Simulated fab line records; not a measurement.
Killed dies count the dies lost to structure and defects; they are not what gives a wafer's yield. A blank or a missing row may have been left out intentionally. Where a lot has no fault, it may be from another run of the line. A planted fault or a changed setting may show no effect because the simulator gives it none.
Chamber matching + flow sky130 + SKY_METAL3_ETCH_17 on rie_diel-01 has 4 sister chambers
The step etches SiO2 in C4F8/O2/Ar, stops on TiN, time 3.9 s, target depth 15 nm. 18 wafers are shown with their chamber, then 9 later ones without.

== WAFERS, EACH WITH ITS CHAMBER ==
| wafer  | chamber | oes_product_au (a.u.) |
|--------|---------|-----------------------|
| L075.1 | 3       | 0.767                 |
| L075.2 | 1       | 0.750                 |
| L075.3 | 0       | 0.764                 |
| L075.4 | 2       | 0.761                 |
| L075.5 | 2       | 0.763                 |
| L075.6 | 1       | 0.758                 |
| L077.3 | 3       | 0.764                 |
| L077.4 | 2       | 0.766                 |
| L077.6 | 2       | 0.753                 |
| L082.2 | 3       | 0.759                 |
| L082.3 | 1       | 0.753                 |
| L082.6 | 0       | 0.749                 |
| L090.2 | 2       | 0.747                 |
| L090.3 | 0       | 0.750                 |
| L090.5 | 3       | 0.761                 |
| L091.1 | 1       | 0.745                 |
| L091.2 | 0       | 0.736                 |
| L091.3 | 3       | 0.749                 |

SIGNATURES, as means of the wafers listed above
| reading        | chamber 0 | chamber 1 | chamber 2 | chamber 3 | scatter within a chamber |
|----------------|-----------|-----------|-----------|-----------|--------------------------|
| oes_product_au | 0.74975   | 0.75150   | 0.75800   | 0.76000   | 0.00808                  |
Rule: distance of a wafer from a chamber = root of the sum over the readings of ((wafer's reading minus chamber's mean) / reading's scatter) squared. If the next closest chamber is less than 2 further off than the closest, the wafer can't be placed; otherwise it belongs to the closest. How the scatter is found: for the shown wafers, subtract from each reading the mean of its chamber, square and add these, divide the total by (wafers less chambers), then take the root.

== WAFERS MISSING THEIR CHAMBER ==
| wafer  | oes_product_au (a.u.) |
|--------|-----------------------|
| L091.4 | 0.744                 |
| L091.5 | 0.743                 |
| L091.6 | 0.748                 |
| L093.1 | 0.757                 |
| L093.2 | 0.747                 |
| L093.4 | 0.763                 |
| L097.1 | 0.751                 |
| L097.5 | 0.747                 |
| L097.6 | 0.749                 |

== THE CHAMBER EACH PASSED THROUGH ==
| wafer  | from the rows above               | in truth |
|--------|-----------------------------------|----------|
| L091.4 | can't be placed: 0 or 1 or 2 or 3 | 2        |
| L091.5 | can't be placed: 0 or 1 or 2 or 3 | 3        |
| L091.6 | can't be placed: 0 or 1 or 2 or 3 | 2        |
| L093.1 | can't be placed: 2 or 3 or 1 or 0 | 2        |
| L093.2 | can't be placed: 0 or 1 or 2 or 3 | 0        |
| L093.4 | can't be placed: 3 or 2 or 1 or 0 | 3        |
| L097.1 | can't be placed: 1 or 0 or 2 or 3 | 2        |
| L097.5 | can't be placed: 0 or 1 or 2 or 3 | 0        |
| L097.6 | can't be placed: 0 or 1 or 2 or 3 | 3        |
Correct placement for 0 of the 9. From these rows, 9 cannot be placed; in 9 the true chamber is one of the candidates. Placed wrongly: 0.
